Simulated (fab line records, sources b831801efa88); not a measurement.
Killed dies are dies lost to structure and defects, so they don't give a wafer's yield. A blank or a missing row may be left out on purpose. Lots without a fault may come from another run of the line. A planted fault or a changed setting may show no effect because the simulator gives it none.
Which tool did it? | flow gf180mcu | 24 lots, 72 wafers sampled, at 5 steps of a route of 602

WHAT THE GAUGES READ, wafer by wafer
GF_CONTACT_THK_MEAS_26: measures by xrf.
lot  | measured     | on            | CONTACT_W_THK (nm)
L074 | day 16 05:48 | film_metro-03 | 299 301 299
L075 | day 16 16:18 | film_metro-02 | 313 313 310
L076 | day 16 20:34 | film_metro-03 | 299 301 318
L077 | day 17 11:03 | film_metro-01 | 312 317 314
L078 | day 17 15:09 | film_metro-01 | 310 309 313
L079 | day 17 20:36 | film_metro-01 | 326 330 333
L080 | day 18 07:05 | film_metro-01 | 319 314 314
L081 | day 18 21:56 | film_metro-03 | 303 311 307
L082 | day 18 23:53 | film_metro-02 | 312 313 313
L083 | day 19 09:41 | film_metro-03 | 310 309 314
L084 | day 20 01:49 | film_metro-01 | 310 313 312
L085 | day 20 05:50 | film_metro-03 | 312 327 313
L086 | day 20 16:54 | film_metro-03 | 304 306 302
L087 | day 20 22:37 | film_metro-03 | 319 304 312
L088 | day 21 09:36 | film_metro-02 | 312 306 310
L089 | day 21 17:48 | film_metro-01 | 312 313 314
L090 | day 22 05:33 | film_metro-01 | 316 317 312
L091 | day 23 04:44 | film_metro-03 | 311 313 311
L092 | day 23 04:55 | film_metro-03 | 310 325 326
L093 | day 23 13:18 | film_metro-02 | 310 321 309
L094 | day 23 16:00 | film_metro-02 | 319 311 308
L095 | day 23 22:55 | film_metro-03 | 325 308 321
L097 | day 24 09:24 | film_metro-03 | 311 308 310
L096 | day 24 10:57 | film_metro-02 | 315 328 312

GF_V2_OVL_MEAS_15.
lot  | measured     | on         | V2_OVL (nm)
L074 | day 20 09:16 | overlay-01 | -5 -9 -7
L075 | day 20 20:11 | overlay-01 | 1 1 -3
L076 | day 21 01:49 | overlay-02 | -8 -12 -3
L077 | day 21 14:58 | overlay-02 | 0 2 1
L078 | day 21 19:57 | overlay-01 | -8 -6 0
L079 | day 22 00:59 | overlay-02 | 1 -2 0
L080 | day 22 11:19 | overlay-01 | -8 -4 -11
L081 | day 23 02:03 | overlay-02 | -4 -1 -1
L082 | day 23 04:46 | overlay-01 | -9 -6 -3
L083 | day 23 13:29 | overlay-01 | -3 -4 0
L084 | day 24 04:19 | overlay-02 | -7 -6 -15
L085 | day 24 07:37 | overlay-02 | -10 -19 -7
L086 | day 24 18:05 | overlay-02 | -6 -1 -3
L087 | day 24 23:49 | overlay-01 | 0 -3 1
L088 | day 25 08:04 | overlay-02 | -6 -3 1
L089 | day 25 14:14 | overlay-01 | -2 -5 -1
L090 | day 26 03:26 | overlay-01 | -8 -1 -11
L091 | day 26 23:42 | overlay-01 | -9 -12 -8
L092 | day 27 00:40 | overlay-02 | 1 0 -5
L093 | day 27 07:45 | overlay-01 | 2 -1 -2
L094 | day 27 10:44 | overlay-01 | 11 3 4
L095 | day 27 16:57 | overlay-02 | -3 1 -6
L097 | day 28 01:51 | overlay-01 | -12 -13 -10
L096 | day 28 03:30 | overlay-02 | 4 6 -1

GF_V4_THK_MEAS_01.
lot  | measured     | on            | V4_CVD_00_THK (nm)
L074 | day 23 12:10 | film_metro-02 | 613 588 594
L075 | day 24 00:06 | film_metro-01 | 594 607 609
L076 | day 24 03:53 | film_metro-03 | 605 607 602
L077 | day 24 16:22 | film_metro-02 | 593 598 601
L078 | day 24 21:20 | film_metro-01 | 610 607 603
L079 | day 25 00:58 | film_metro-02 | 601 595 602
L080 | day 25 12:17 | film_metro-03 | 582 591 579
L081 | day 26 00:47 | film_metro-03 | 607 601 607
L082 | day 26 04:13 | film_metro-03 | 604 601 601
L083 | day 26 12:52 | film_metro-03 | 590 590 595
L084 | day 27 01:17 | film_metro-03 | 592 594 594
L085 | day 27 05:16 | film_metro-03 | 593 585 595
L086 | day 27 14:44 | film_metro-01 | 598 594 601
L087 | day 27 19:40 | film_metro-03 | 583 588 591
L088 | day 28 03:41 | film_metro-01 | 614 601 609
L089 | day 28 08:28 | film_metro-02 | 590 602 598
L090 | day 28 20:40 | film_metro-02 | 612 600 599
L091 | day 29 14:59 | film_metro-02 | 598 597 590
L092 | day 29 16:47 | film_metro-01 | 588 603 599
L093 | day 29 23:17 | film_metro-01 | 591 606 603
L094 | day 30 00:38 | film_metro-02 | 601 611 600
L095 | day 30 05:59 | film_metro-01 | 603 594 597
L097 | day 30 15:41 | film_metro-03 | 602 588 593
L096 | day 30 17:01 | film_metro-02 | 624 601 606

WHICH TOOL RAN EACH LOT (tool, then ch and the chambers of the sampled wafers, then the start)
lot  | GF_PSD_STRIP_10                      | GF_V2_ETCH_17
L074 | plasma_asher-04 ch 0,1, day 14 07:58 | rie_diel-03 ch 1,2, day 23 12:10 or earlier
L075 | plasma_asher-04 ch 0,1, day 14 17:13 | rie_diel-01 ch 0,1,3, day 24 00:06 or earlier
L076 | plasma_asher-01 ch 0,1, day 14 22:46 | rie_diel-04 ch 0,3, day 24 03:53 or earlier
L077 | plasma_asher-01 ch 0,1, day 15 12:13 | rie_diel-03 ch 0,1,2, day 24 16:22 or earlier
L078 | plasma_asher-01 ch 0,1, day 15 15:59 | rie_diel-04 ch 0,1, day 24 21:20 or earlier
L079 | plasma_asher-04 ch 0,1, day 15 20:04 | rie_diel-04 ch 0,2, day 25 00:58 or earlier
L080 | plasma_asher-01 ch 0,1, day 16 06:07 | rie_diel-01 ch 0,2,3, day 25 12:17 or earlier
L081 | plasma_asher-01 ch 1, day 16 19:34   | rie_diel-01 ch 0,1, day 26 00:47 or earlier
L082 | plasma_asher-04 ch 0,1, day 16 21:02 | rie_diel-04 ch 2,3, day 26 04:13 or earlier
L083 | plasma_asher-03 ch 0,1, day 17 07:13 | rie_diel-04 ch 0,2, day 26 12:52 or earlier
L084 | plasma_asher-03 ch 0,1, day 17 22:28 | rie_diel-04 ch 0,2, day 27 01:17 or earlier
L085 | plasma_asher-04 ch 0,1, day 18 02:46 | rie_diel-04 ch 2,3, day 27 05:16 or earlier
L086 | plasma_asher-01 ch 0,1, day 18 12:59 | rie_diel-03 ch 0,2,3, day 27 14:44 or earlier
L087 | plasma_asher-03 ch 0,1, day 18 19:46 | rie_diel-04 ch 0,1,2, day 27 19:40 or earlier
L088 | plasma_asher-04 ch 0,1, day 19 06:01 | rie_diel-04 ch 0,1,2, day 28 03:41 or earlier
L089 | plasma_asher-01 ch 0,1, day 19 15:07 | rie_diel-03 ch 1,2,3, day 28 08:28 or earlier
L090 | plasma_asher-01 ch 0,1, day 20 02:34 | rie_diel-01 ch 0,1,2, day 28 20:40 or earlier
L091 | plasma_asher-04 ch 0,1, day 21 03:25 | rie_diel-03 ch 0,1,3, day 29 14:59 or earlier
L092 | plasma_asher-03 ch 0,1, day 21 03:58 | rie_diel-01 ch 0,1,2, day 29 16:47 or earlier
L093 | plasma_asher-03 ch 0, day 21 11:50   | rie_diel-01 ch 0,3, day 29 23:17 or earlier
L094 | plasma_asher-04 ch 0,1, day 21 14:29 | rie_diel-03 ch 0,1,2, day 30 00:38 or earlier
L095 | plasma_asher-03 ch 0,1, day 21 22:16 | rie_diel-04 ch 0,1,2, day 30 05:59 or earlier
L097 | plasma_asher-01 ch 0,1, day 22 08:40 | rie_diel-01 ch 0,1,2, day 30 15:41 or earlier
L096 | plasma_asher-01 ch 1, day 22 11:10   | rie_diel-03 ch 0,2,3, day 30 17:01 or earlier
- GF_PSD_STRIP_10: strips in O2/N2.
- GF_V2_ETCH_17: etches SiO2 in C4F8/O2/Ar, stops on TiN, target depth 630 nm.

WHAT THE TOOLS THEMSELVES READ (means of the sampled wafers that have a number; where no wafer has one, the mark that the record gives instead)
GF_PSD_STRIP_10.
lot  | tool            | drypump_motor_current_A (A) | heater_power_w (W) | oes_product_au (a.u.) | strip_time_to_endpoint_s (s)
L074 | plasma_asher-04 | 6.5                         | 317                | 0.588                 | 16.62
L075 | plasma_asher-04 | 6.5                         | 314                | 0.586                 | 16.59
L076 | plasma_asher-01 | 5.5                         | 404                | 0.589                 | 16.57
L077 | plasma_asher-01 | 5.6                         | 359                | 0.596                 | 16.50
L078 | plasma_asher-01 | 5.5                         | 408                | 0.590                 | 16.56
L079 | plasma_asher-04 | 6.3                         | 306                | 0.591                 | 16.55
L080 | plasma_asher-01 | 5.6                         | 358                | 0.593                 | 16.58
L081 | plasma_asher-01 | 5.4                         | 449                | 0.594                 | 16.58
L082 | plasma_asher-04 | 6.4                         | 302                | 0.591                 | 16.57
L083 | plasma_asher-03 | 5.9                         | 352                | 0.589                 | 16.51
L084 | plasma_asher-03 | 5.8                         | 351                | 0.594                 | 16.56
L085 | plasma_asher-04 | 6.5                         | 315                | 0.586                 | 16.55
L086 | plasma_asher-01 | 5.6                         | 359                | 0.592                 | 16.55
L087 | plasma_asher-03 | 5.8                         | 349                | 0.591                 | 16.52
L088 | plasma_asher-04 | 6.4                         | 303                | 0.595                 | 16.53
L089 | plasma_asher-01 | 5.5                         | 406                | 0.596                 | 16.52
L090 | plasma_asher-01 | 5.5                         | 401                | 0.593                 | 16.58
L091 | plasma_asher-04 | 6.4                         | 303                | 0.587                 | 16.53
L092 | plasma_asher-03 | 5.9                         | 355                | 0.588                 | 16.52
L093 | plasma_asher-03 | 5.9                         | 322                | 0.591                 | 16.59
L094 | plasma_asher-04 | 6.5                         | 319                | 0.595                 | 16.55
L095 | plasma_asher-03 | 5.9                         | 350                | 0.590                 | 16.51
L097 | plasma_asher-01 | 5.6                         | 353                | 0.597                 | 16.55
L096 | plasma_asher-01 | 5.4                         | 457                | 0.588                 | 16.53

GF_V2_ETCH_17.
lot  | tool        | oes_product_au (a.u.)
L074 | rie_diel-03 | 0.857
L075 | rie_diel-01 | 0.859
L076 | rie_diel-04 | 0.856
L077 | rie_diel-03 | 0.857
L078 | rie_diel-04 | 0.855
L079 | rie_diel-04 | 0.853
L080 | rie_diel-01 | 0.857
L081 | rie_diel-01 | 0.853
L082 | rie_diel-04 | 0.857
L083 | rie_diel-04 | 0.856
L084 | rie_diel-04 | 0.862
L085 | rie_diel-04 | 0.859
L086 | rie_diel-03 | 0.852
L087 | rie_diel-04 | 0.851
L088 | rie_diel-04 | 0.857
L089 | rie_diel-03 | 0.855
L090 | rie_diel-01 | 0.854
L091 | rie_diel-03 | 0.855
L092 | rie_diel-01 | 0.858
L093 | rie_diel-01 | 0.857
L094 | rie_diel-03 | 0.857
L095 | rie_diel-04 | 0.854
L097 | rie_diel-01 | 0.854
L096 | rie_diel-03 | 0.856

THE ANSWER, worked out from the rows above alone
Rule: what is usual is taken from the lots themselves. Put in order of their means at a reading, lots are off if they are a third of the lots or fewer, leave a main group of 4 or more, and stand apart from it by a gap of 3 or more times the standard deviation of the main group's means; of several such gaps the widest counts. A main group whose means are all the same, to the digits that the tables above print for the reading, isn't used. A lot without any number at a reading at which 4 lots or more have one is off too. The other lots that the step has rows for count as sound. The gauges are gone through in route order, then the tools' own readings, and for those a lot's mean is taken as printed above. The first step at which some lot is off is used, and at that step the reading that is off furthest; a lot without a number counts as furthest.
No lot is off at any reading shown: from this, nothing can be told.

WHAT THE SIMULATOR HAD PUT IN
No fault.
